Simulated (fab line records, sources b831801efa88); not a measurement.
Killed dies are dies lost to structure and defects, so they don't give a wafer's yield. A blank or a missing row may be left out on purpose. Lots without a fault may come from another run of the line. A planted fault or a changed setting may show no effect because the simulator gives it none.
Chamber matching | flow sky130 | SKY_VIA3_ETCH_15 on rie_diel-01: 4 sister chambers
The step etches SiO2 in C4F8/O2/Ar, stops on TiN, target depth 507 nm, time 78 s. 16 wafers are shown with their chamber, then 8 later ones without.

WAFERS WITH THEIR CHAMBER
wafer  | chamber | oes_product_au (a.u.)
L091.1 | 0       | 0.949
L091.2 | 1       | 0.950
L091.3 | 3       | 0.953
L091.4 | 2       | 0.942
L091.5 | 1       | 0.949
L091.6 | 0       | 0.954
L092.1 | 3       | 0.941
L092.2 | 2       | 0.945
L092.3 | 0       | 0.944
L092.4 | 1       | 0.941
L092.5 | 3       | 0.950
L092.6 | 2       | 0.949
L093.1 | 3       | 0.949
L093.2 | 2       | 0.948
L093.3 | 0       | 0.942
L093.4 | 1       | 0.942

SIGNATURES (means of the wafers above)
reading        | chamber 0 | chamber 1 | chamber 2 | chamber 3 | scatter within a chamber
oes_product_au | 0.94725   | 0.94550   | 0.94600   | 0.94825   | 0.00466
Rule: a wafer's distance from a chamber is the root of the sum, over the readings, of the square of ((its reading less the chamber's mean) divided by the reading's scatter). The wafer belongs to the nearest chamber; if the next one is less than 2 further off, it can't be placed. The scatter: the root of (the sum of the squares of (reading less its chamber's mean) over the shown wafers, divided by (wafers less chambers)).

WAFERS WITHOUT THEIR CHAMBER
wafer  | oes_product_au (a.u.)
L093.5 | 0.959
L093.6 | 0.955
L094.1 | 0.943
L094.2 | 0.943
L094.3 | 0.951
L094.4 | 0.944
L094.5 | 0.940
L094.6 | 0.941

WHICH CHAMBER EACH WENT THROUGH
wafer  | from the rows above               | in truth
L093.5 | can't be placed: 3 or 0 or 2 or 1 | 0
L093.6 | can't be placed: 3 or 0 or 2 or 1 | 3
L094.1 | can't be placed: 1 or 2 or 0 or 3 | 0
L094.2 | can't be placed: 1 or 2 or 0 or 3 | 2
L094.3 | can't be placed: 3 or 0 or 2 or 1 | 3
L094.4 | can't be placed: 1 or 2 or 0 or 3 | 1
L094.5 | can't be placed: 1 or 2 or 0 or 3 | 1
L094.6 | can't be placed: 1 or 2 or 0 or 3 | 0
Placed correctly: 0 of 8. Can't be placed from these rows: 8 (the true chamber is among the candidates in 8). Placed wrongly: 0.
